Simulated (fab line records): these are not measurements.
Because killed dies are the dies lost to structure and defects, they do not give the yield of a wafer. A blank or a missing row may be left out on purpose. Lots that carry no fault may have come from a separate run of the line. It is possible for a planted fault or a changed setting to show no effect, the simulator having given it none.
fab line records    flow sky130
record: lots: 6  wafers: 18  last-day: 50
route steps=708 shown VT_ADJUST_PCH@151 SONOS_TUNNEL@154 PAD_OPEN@708
lots that met no fault: from a run of the same line without faults
start-h: the number of hours between the record's first day and the start of the first shown wafer of the lot    wait-h: hours since the lot's step before    " same as the row above    L1.1+2: a row that stands for several wafers    - no value, or no start was given    * or withheld: withheld    < > ~ a bound
route shown NAME@n: a module of which the file shows steps, and the number in the route of the first    usual: mean and standard deviation over wafers with no fault    same: alike in all rows    chamber/n: place in a boat    sites: readings site by site    _std_site: the standard deviation of these    _edge_site: the outer-site mean with the inner-site mean subtracted    radius-mm: for every site, how far away it sits from the centre of the wafer    mask NAME#n: copy n    behind: the last tool/chamber to shape the wafer    hold: why the lot was held/for how many hours/how that ended    device: the n, p or np transistor that did not switch    end of line: the same wafers' tests at the end of the route    where a step has no rows: the recipe by itself    killed: dies lost to structure and defects at the first sort, not the wafer's yield    map: shows each die of a wafer: x if killed, . if not, _ if none is there
set.NAME: the setting that was run; set.NAME@STEP: the one run at that earlier step    model.NAME: the simulator's own value behind a step, which no gauge read
lots at selected steps of the route; one table per step, one row per wafer
services: the hour from which a tool's chamber was out of use, counted from the record's first day as start-h (under 0 if before that day), plus the number of hours and why
== steps ==
step: SKY_VT_ADJUST_PCH_IMPLANT_08
recipe: species: B  energy-kev: 10  dose-cm2: 5e+11  tilt-deg: withheld
step: SKY_VT_ADJUST_PCH_STRIP_09
recipe: chemistry: O2/N2  power-w: 1400  pressure-mtorr: 1500  platen-temp-c: withheld  o2-flow-sccm: 3000  n2-flow-sccm: 300  overash-fraction: 0.5
usual: chamber-pressure-mTorr: 1500.2/2.1  drypump-motor-current-A: 6.08/0.23  oes-product-au: 0.723/0.0044  strip-time-to-endpoint-s: 36.90/0.099
lot.wafer  tool             chamber  start-h  wait-h  chamber-pressure-mTorr  drypump-motor-current-A  oes-product-au  rf-hours-counter-h  strip-time-to-endpoint-s
L425.4     plasma-asher-02  1        222.49   0.1     1501.1                  6.25                     0.722           -                   36.99
L425.5     "                0        "        "       1500.6                  5.98                     0.715           -                   36.86
L425.6     "                1        "        "       1498.3                  6.26                     0.715           -                   37.00
L426.3     plasma-asher-03  1        229.75   0.1     1498.9                  5.52                     0.722           -                   36.80
L426.4     "                0        "        "       1500.8                  6.14                     0.717           -                   36.77
L426.5     "                0        "        "       1500.6                  6.15                     0.725           -                   36.83
L431.1     plasma-asher-01  0        270.41   0.1     1501.6                  6.13                     0.721           44                  37.01
L431.2     "                1        "        "       1501.8                  6.21                     0.721           44                  36.90
L431.4     "                0        "        "       1500.1                  6.11                     0.718           -                   36.97
L441.3     plasma-asher-02  1        345.69   0.1     1501.8                  6.25                     0.721           -                   36.89
L441.4     "                0        "        "       1500.6                  5.99                     0.726           -                   36.78
L441.6     "                1        "        "       1498.5                  6.25                     0.716           -                   36.90
L443.2     plasma-asher-03  0        365.68   0.1     1500.8                  6.18                     0.721           67                  36.79
L443.3     "                1        "        "       1500.7                  5.52                     0.725           -                   36.89
L443.6     "                0        "        "       1501.6                  6.18                     0.728           -                   36.88
L447.2     plasma-asher-03  1        390.41   0.1     1499.4                  5.53                     0.726           70                  36.99
L447.3     "                0        "        "       1502.1                  6.15                     0.739           -                   36.98
L447.5     "                1        "        "       1500.5                  5.49                     0.725           -                   36.98
step: SKY_VT_ADJUST_PCH_TW_MEAS_10
usual: VT_ADJUST_PCH_TW: 142.2/1.5
lot.wafer  tool           chamber  start-h  wait-h  VT_ADJUST_PCH_TW
L425.4     film-metro-02  -        222.59   0.1     140.5
L425.5     "              -        "        "       140.5
L425.6     "              -        "        "       141.3
L426.3     film-metro-04  -        229.83   0.1     143.4
L426.4     "              -        "        "       143.6
L426.5     "              -        "        "       144.3
L431.1     film-metro-02  -        270.51   0.1     140.3
L431.2     "              -        "        "       140.2
L431.4     "              -        "        "       140.9
L441.3     film-metro-03  -        345.78   0.1     144.0
L441.4     "              -        "        "       143.4
L441.6     "              -        "        "       143.7
L443.2     film-metro-04  -        365.79   0.1     142.9
L443.3     "              -        "        "       143.5
L443.6     "              -        "        "       142.8
L447.2     film-metro-02  -        390.52   0.1     140.8
L447.3     "              -        "        "       140.7
L447.5     "              -        "        "       141.1
step: SKY_SONOS_TUNNEL_DEHYDRATE_00
recipe: temp-c: 200  time-s: 60
step: SKY_SONOS_TUNNEL_HMDS_01
recipe: prime-time-s: 60  prime-temp-c: 120
step: SKY_SONOS_TUNNEL_COAT_02
recipe: resist: NOVOLAK  spin-rpm: 3000  resist-thk-nm: 1140
step: SKY_SONOS_TUNNEL_SOFTBAKE_03
recipe: temp-c: 90  time-s: 60  resist: NOVOLAK
step: SKY_SONOS_TUNNEL_EXPOSE_04
recipe: mask-id: TUNM  na: 0.6  source-shape: conventional  sigma-outer: 0.6  polarization: unpolarized  target-cd-nm: 410  dose-mj: 136
step: SKY_SONOS_TUNNEL_PEB_05
recipe: temp-c: withheld  time-s: *  resist: NOVOLAK
step: SKY_SONOS_TUNNEL_DEVELOP_06
recipe: resist: NOVOLAK  developer: TMAH  develop-time-s: 60  dev-temp-c: 23
step: SKY_SONOS_TUNNEL_CD_MEAS_07
recipe: target-cd-nm: 410
usual: cd-nm: 410.5/2.2
lot.wafer  tool       chamber  start-h  wait-h  cd-nm
L425.4     cd-sem-01  -        245.39   0.1     409.3
L425.5     "          -        "        "       408.7
L425.6     "          -        "        "       408.5
L426.3     cd-sem-02  -        251.93   0.1     412.8
L426.4     "          -        "        "       411.6
L426.5     "          -        "        "       413.9
L431.1     cd-sem-02  -        294.56   0.1     409.2
L431.2     "          -        "        "       409.5
L431.4     "          -        "        "       410.7
L441.3     cd-sem-01  -        372.90   0.1     412.6
L441.4     "          -        "        "       410.9
L441.6     "          -        "        "       411.9
L443.2     cd-sem-01  -        393.80   0.1     411.7
L443.3     "          -        "        "       411.4
L443.6     "          -        "        "       410.4
L447.2     cd-sem-02  -        419.46   0.1     411.5
L447.3     "          -        "        "       410.7
L447.5     "          -        "        "       410.1
step: SKY_SONOS_TUNNEL_OVL_MEAS_08
usual: SONOS_TUNNEL_OVL: 0.0/1.4
lot.wafer  tool        chamber  start-h  wait-h  SONOS_TUNNEL_OVL[nm]
L425.4     overlay-02  -        245.47   0.1     0.5
L425.5     "           -        "        "       0.2
L425.6     "           -        "        "       -0.4
L426.3     overlay-02  -        252.02   0.1     -1.2
L426.4     "           -        "        "       0.8
L426.5     "           -        "        "       -1.1
L431.1     overlay-02  -        294.68   0.1     1.2
L431.2     "           -        "        "       -0.3
L431.4     "           -        "        "       0.4
L441.3     overlay-02  -        372.99   0.1     -2.5
L441.4     "           -        "        "       -0.3
L441.6     "           -        "        "       0.8
L443.2     overlay-01  -        393.90   0.1     0.8
L443.3     "           -        "        "       1.0
L443.6     "           -        "        "       2.0
L447.2     overlay-01  -        419.57   0.1     -0.4
L447.3     "           -        "        "       -0.7
L447.5     "           -        "        "       0.2
step: SKY_SONOS_TUNNEL_IMPLANT_09
recipe: species: B  energy-kev: 20  dose-cm2: 1e+12  tilt-deg: withheld
usual: beam-energy-keV: 20.000/0.0062  dose-ions-cm2: 1.0001e+12/1.3e+09  faraday-current-uA: 5.62/0.12
lot.wafer  tool          chamber  start-h  wait-h  beam-energy-keV  dose-ions-cm2  faraday-current-uA
L425.4     implanter-03  0        245.56   0.1     20.010           9.997e+11      5.56
L425.5     "             0        "        "       20.013           1.0004e+12     5.59
L425.6     "             0        "        "       20.014           9.998e+11      5.66
L426.3     implanter-03  0        252.10   0.1     20.003           1.0012e+12     5.56
L426.4     "             0        "        "       20.001           1.0022e+12     5.68
L426.5     "             0        "        "       19.999           1.0027e+12     5.58
L431.1     implanter-01  0        294.72   0.0     20.005           1.0018e+12     5.56
L431.2     "             0        "        "       20.006           1.0005e+12     5.62
L431.4     "             0        "        "       19.998           1.0024e+12     5.49
L441.3     implanter-01  0        373.06   0.1     20.001           3.935e+11      2.13
L441.4     "             0        "        "       20.002           3.958e+11      2.20
L441.6     "             0        "        "       19.994           3.946e+11      2.24
L443.2     implanter-01  0        393.96   0.0     20.003           3.957e+11      2.26
L443.3     "             0        "        "       20.008           3.922e+11      2.19
L443.6     "             0        "        "       20.009           3.921e+11      2.30
L447.2     implanter-03  0        419.62   0.0     20.007           1.0018e+12     5.38
L447.3     "             0        "        "       20.003           1.0027e+12     5.49
L447.5     "             0        "        "       20.006           1.0025e+12     5.33
step: SKY_SONOS_TUNNEL_WET_ETCH_10
recipe: chemistry: dHF  target-depth-nm: 14  target: SiO2  dilution: 100:1  temp-c: 25  time-s: 280
step: SKY_SONOS_TUNNEL_STRIP_11
recipe: chemistry: SPM  time-s: 600  temp-c: 130
step: SKY_SONOS_TUNNEL_TW_MEAS_12
usual: SONOS_TUNNEL_TW: 197.5/1.4
lot.wafer  tool           chamber  start-h  wait-h  SONOS_TUNNEL_TW
L425.4     film-metro-03  -        245.93   0.0     197.1
L425.5     "              -        "        "       197.0
L425.6     "              -        "        "       197.6
L426.3     film-metro-01  -        252.48   0.0     195.9
L426.4     "              -        "        "       196.2
L426.5     "              -        "        "       196.3
L431.1     film-metro-01  -        295.13   0.0     194.7
L431.2     "              -        "        "       196.0
L431.4     "              -        "        "       196.0
L441.3     film-metro-04  -        373.45   0.0     154.1
L441.4     "              -        "        "       153.2
L441.6     "              -        "        "       154.2
L443.2     film-metro-03  -        394.35   0.0     155.9
L443.3     "              -        "        "       154.7
L443.6     "              -        "        "       155.4
L447.2     film-metro-04  -        420.05   0.0     198.7
L447.3     "              -        "        "       198.5
L447.5     "              -        "        "       196.9
step: SKY_SONOS_TUNNEL_CLEAN_13
recipe: chemistry: dHF  time-s: 20  dilution: 100:1  dry: ipa-marangoni
step: SKY_PAD_OPEN_PROBE_99
usual: killed_at_M0_to_M3: 42/6.1  killed_at_M4_up: 3.1/1.7  killed-at-contacts: 24/5.5  killed-at-front-end: 16/4.1  killed-at-other: 0.3/0.57  killed-dies: 86/8.2  killed-open: 47/6.8  killed-short: 38/5.8
same: gross-dies: 492  killed-at-back-side: 0
lot.wafer  tool       chamber  start-h  wait-h  killed_at_M0_to_M3  killed_at_M4_up  killed-at-contacts  killed-at-front-end  killed-at-other  killed-dies  killed-open  killed-short  model.etest.sonos-uncharged.r-on-ohm-um  model.etest.sonos-programmed.off-log10-a-um  model.etest.sonos-programmed.vt-v  model.etest.sonos-baked.vt-v  model.etest.sonos-uncharged.vt-v  model.etest.sonos-erased.vt-v
L425.4     prober-02  -        1076.29  0.2     41                  8                30                  18                   0                97           67           30            807.7                                    -14.01                                       1.472                              0.9845                        -0.4297                           -2.329
L425.5     prober-02  -        1076.34  0.2     35                  3                24                  12                   0                74           41           33            806.5                                    -13.85                                       1.383                              0.9151                        -0.439                            -2.257
L425.6     prober-02  -        1076.39  0.2     55                  5                23                  6                    0                89           51           37            815.5                                    -13.95                                       1.424                              0.9651                        -0.4244                           -2.195
L426.3     prober-01  -        1080.25  0.2     33                  2                20                  15                   0                70           38           32            815.9                                    -14.12                                       1.438                              0.9484                        -0.4063                           -2.296
L426.4     prober-01  -        1080.30  0.2     47                  4                30                  15                   1                97           52           44            818.2                                    -13.88                                       1.462                              0.9205                        -0.4445                           -2.256
L426.5     prober-01  -        1080.35  0.2     39                  2                22                  18                   0                81           44           37            812.5                                    -13.98                                       1.429                              0.9694                        -0.4169                           -2.232
L431.1     prober-02  -        1113.51  0.1     39                  3                22                  8                    0                72           38           34            796.8                                    -13.87                                       1.36                               0.9054                        -0.4253                           -2.229
L431.2     prober-02  -        1113.56  0.1     31                  3                26                  13                   1                74           42           31            824.5                                    -14.01                                       1.321                              0.8443                        -0.4235                           -2.192
L431.4     prober-02  -        1113.66  0.2     39                  2                21                  13                   0                75           44           30            799.5                                    -13.91                                       1.327                              0.8615                        -0.4582                           -2.172
L441.3     prober-02  -        1164.93  0.2     39                  6                21                  19                   0                85           51           34            767                                      -13.26                                       1.429                              0.8567                        -0.5799                           -2.528
L441.4     prober-02  -        1164.98  0.2     49                  4                25                  18                   1                97           61           35            798.8                                    -13.45                                       1.365                              0.8144                        -0.5551                           -2.438
L441.6     prober-02  -        1165.08  0.2     29                  2                28                  17                   0                76           41           34            768.5                                    -13.63                                       1.533                              0.9442                        -0.562                            -2.596
L443.2     prober-02  -        1176.54  0.1     44                  1                28                  13                   0                86           48           38            773                                      -12.55                                       1.315                              0.8338                        -0.6017                           -2.458
L443.3     prober-02  -        1176.59  0.2     49                  5                26                  13                   0                93           43           49            754.7                                    -12.39                                       1.302                              0.838                         -0.6324                           -2.412
L443.6     prober-02  -        1176.74  0.2     40                  2                16                  20                   0                78           40           38            778.7                                    -12.12                                       1.269                              0.7996                        -0.5923                           -2.463
L447.2     prober-02  -        1192.69  0.1     39                  5                32                  13                   0                89           52           37            853.5                                    -14.03                                       1.417                              0.8848                        -0.4052                           -2.216
L447.3     prober-02  -        1192.74  0.2     39                  4                26                  19                   1                89           41           47            841.8                                    -13.89                                       1.424                              0.8899                        -0.4161                           -2.222
L447.5     prober-02  -        1192.84  0.2     46                  0                29                  11                   0                86           43           43            834.5                                    -13.91                                       1.351                              0.9062                        -0.4325                           -2.251
killed by level:class
L425.4 VIA1:geometric-particle:open=20 CONTACT:geometric-particle:open=11 LI_CONTACT:geometric-particle:open=8 POLY_GATE:geometric-particle:open=7 VIA2:geometric-particle:open=6 LI_CONTACT:geometric-particle:short=5 METAL1:geometric-particle:short=5 VIA3:geometric-particle:open=5
L425.5 CONTACT:geometric-particle:open=9 VIA1:geometric-particle:open=8 CONTACT:geometric-particle:short=6 POLY_GATE:geometric-particle:open=5 LI_CONTACT:geometric-particle:open=5 VIA2:geometric-particle:short=5 VIA3:geometric-particle:open=5 VIA3:geometric-particle:short=5
L425.6 VIA2:geometric-particle:open=16 VIA1:geometric-particle:open=11 LI_CONTACT:geometric-particle:open=10 METAL1:geometric-particle:short=6 VIA3:geometric-particle:open=6 METAL2:geometric-particle:short=5 VIA3:geometric-particle:short=5 CONTACT:geometric-particle:open=4
L426.3 CONTACT:geometric-particle:open=8 VIA1:geometric-particle:open=8 METAL1:geometric-particle:short=6 VIA2:geometric-particle:open=6 LI_CONTACT:geometric-particle:open=5 POLY_GATE:geometric-particle:short=4 LOCAL_INTERCONNECT:geometric-particle:short=4 FIELD_ISO:geometric-particle:open=3
L426.4 CONTACT:geometric-particle:open=17 VIA1:geometric-particle:open=12 METAL2:geometric-particle:short=7 METAL1:geometric-particle:short=6 VIA2:geometric-particle:short=6 VIA2:geometric-particle:open=6 POLY_GATE:geometric-particle:short=5 CONTACT:geometric-particle:short=5
L426.5 VIA2:geometric-particle:open=10 VIA1:geometric-particle:open=7 CONTACT:geometric-particle:short=7 FIELD_ISO:geometric-particle:short=6 CONTACT:geometric-particle:open=6 LOCAL_INTERCONNECT:geometric-particle:short=5 POLY_GATE:geometric-particle:open=4 LI_CONTACT:geometric-particle:open=4
L431.1 CONTACT:geometric-particle:open=9 LI_CONTACT:geometric-particle:open=6 METAL1:geometric-particle:short=6 METAL2:geometric-particle:short=6 FIELD_ISO:geometric-particle:short=4 CONTACT:geometric-particle:short=4 VIA1:geometric-particle:open=4 VIA2:geometric-particle:open=4
L431.2 LI_CONTACT:geometric-particle:open=11 CONTACT:geometric-particle:open=9 VIA3:geometric-particle:open=7 METAL1:geometric-particle:short=6 POLY_GATE:geometric-particle:open=5 VIA1:geometric-particle:open=4 VIA1:geometric-particle:short=4 VIA2:geometric-particle:short=4
L431.4 VIA1:geometric-particle:open=9 VIA3:geometric-particle:open=8 LI_CONTACT:geometric-particle:open=7 CONTACT:geometric-particle:open=7 FIELD_ISO:geometric-particle:open=5 METAL1:geometric-particle:short=5 VIA2:geometric-particle:open=5 VIA2:geometric-particle:short=4
L441.3 VIA1:geometric-particle:open=15 LI_CONTACT:geometric-particle:open=7 CONTACT:geometric-particle:open=6 VIA3:geometric-particle:open=6 LOCAL_INTERCONNECT:geometric-particle:short=5 VIA1:geometric-particle:short=5 VIA2:geometric-particle:open=5 METAL4:geometric-particle:short=5
L441.4 VIA1:geometric-particle:open=22 CONTACT:geometric-particle:open=11 FIELD_ISO:geometric-particle:short=7 LOCAL_INTERCONNECT:geometric-particle:short=5 VIA3:geometric-particle:open=5 VIA2:geometric-particle:open=5 CONTACT:geometric-particle:short=4 FIELD_ISO:geometric-particle:open=3
L441.6 LI_CONTACT:geometric-particle:open=8 CONTACT:geometric-particle:open=7 VIA1:geometric-particle:open=6 LOCAL_INTERCONNECT:geometric-particle:short=5 POLY_GATE:geometric-particle:short=4 POLY_GATE:geometric-particle:open=4 METAL2:geometric-particle:short=4 VIA2:geometric-particle:short=4
L443.2 VIA2:geometric-particle:open=12 LI_CONTACT:geometric-particle:open=10 VIA1:geometric-particle:open=10 LI_CONTACT:geometric-particle:short=6 CONTACT:geometric-particle:short=6 VIA1:geometric-particle:short=5 VIA3:geometric-particle:open=5 FIELD_ISO:geometric-particle:short=4
L443.3 VIA1:geometric-particle:open=9 METAL1:geometric-particle:short=8 CONTACT:geometric-particle:short=8 VIA2:geometric-particle:open=8 VIA3:geometric-particle:open=7 LI_CONTACT:geometric-particle:open=6 CONTACT:geometric-particle:open=6 FIELD_ISO:geometric-particle:short=4
L443.6 CONTACT:geometric-particle:open=8 METAL2:geometric-particle:short=6 VIA3:geometric-particle:open=5 VIA2:geometric-particle:open=5 FIELD_ISO:geometric-particle:short=4 VIA1:geometric-particle:open=4 POLY_GATE:geometric-particle:open=4 LI_CONTACT:geometric-particle:open=4
L447.2 CONTACT:geometric-particle:open=18 VIA1:geometric-particle:open=9 FIELD_ISO:geometric-particle:open=7 METAL2:geometric-particle:short=6 METAL1:geometric-particle:short=6 LI_CONTACT:geometric-particle:open=5 LOCAL_INTERCONNECT:geometric-particle:short=5 VIA3:geometric-particle:short=5
L447.3 VIA1:geometric-particle:open=11 VIA1:geometric-particle:short=10 CONTACT:geometric-particle:open=8 CONTACT:geometric-particle:short=7 LI_CONTACT:geometric-particle:open=6 METAL1:geometric-particle:short=5 POLY_GATE:geometric-particle:open=4 POLY_GATE:geometric-particle:short=4
L447.5 VIA1:geometric-particle:open=11 LI_CONTACT:geometric-particle:open=10 CONTACT:geometric-particle:open=8 METAL2:geometric-particle:short=7 VIA2:geometric-particle:short=6 VIA3:geometric-particle:open=5 LI_CONTACT:geometric-particle:short=4 LOCAL_INTERCONNECT:geometric-particle:short=4
== services ==
tool             chamber  start-h  hours  kind
plasma-asher-01  -        220.76   3.0    repair
plasma-asher-01  -        224.83   7.1    repair
plasma-asher-03  -        225.74   1.0    repair
implanter-01     -        254.75   2.0    repair
implanter-03     -        258.76   3.2    repair
plasma-asher-01  -        272.56   7.7    repair
plasma-asher-01  -        287.62   1.7    repair
== key ==
first-sign: step: SKY_SONOS_TUNNEL_IMPLANT_09  reading: dose-ions-cm2  direction: down  sigmas: 99+  usual: *  struck: *
effect: step: SKY_SONOS_TUNNEL_IMPLANT_09  reading: faraday-current-uA  direction: down  sigmas: 29  usual: 5.62  struck: 2.22
effect: step: SKY_SONOS_TUNNEL_TW_MEAS_12  reading: SONOS_TUNNEL_TW  direction: down  sigmas: 31  usual: 197.5  struck: 154.6
model-effect: step: SKY_PAD_OPEN_PROBE_99  value: etest.sonos-uncharged.r-on-ohm-um  without: 818.4  struck: 773.4
met-at SKY_SONOS_TUNNEL_IMPLANT_09
struck-wafers L441.3,L441.4,L441.6,L443.2,L443.3,L443.6
tester-left-out L441,L443
onset-between 294.72 373.06
fault: kind: process-parameter-drift  tool: implanter-01  chamber: -  onset-h: 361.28  steps: SKY_SONOS_TUNNEL_IMPLANT_09  channel: dose-cm2  offset: *  shape: step  end-h: 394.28  acts-in: *  stated: *
tester-left-out: of these lots the tester's yield and bins aren't shown, on N5 and GAA mostly nor the transistor test; their killed dies are dies lost to structure and defects alone, not to doping, threshold or leakage, so they don't give the yield
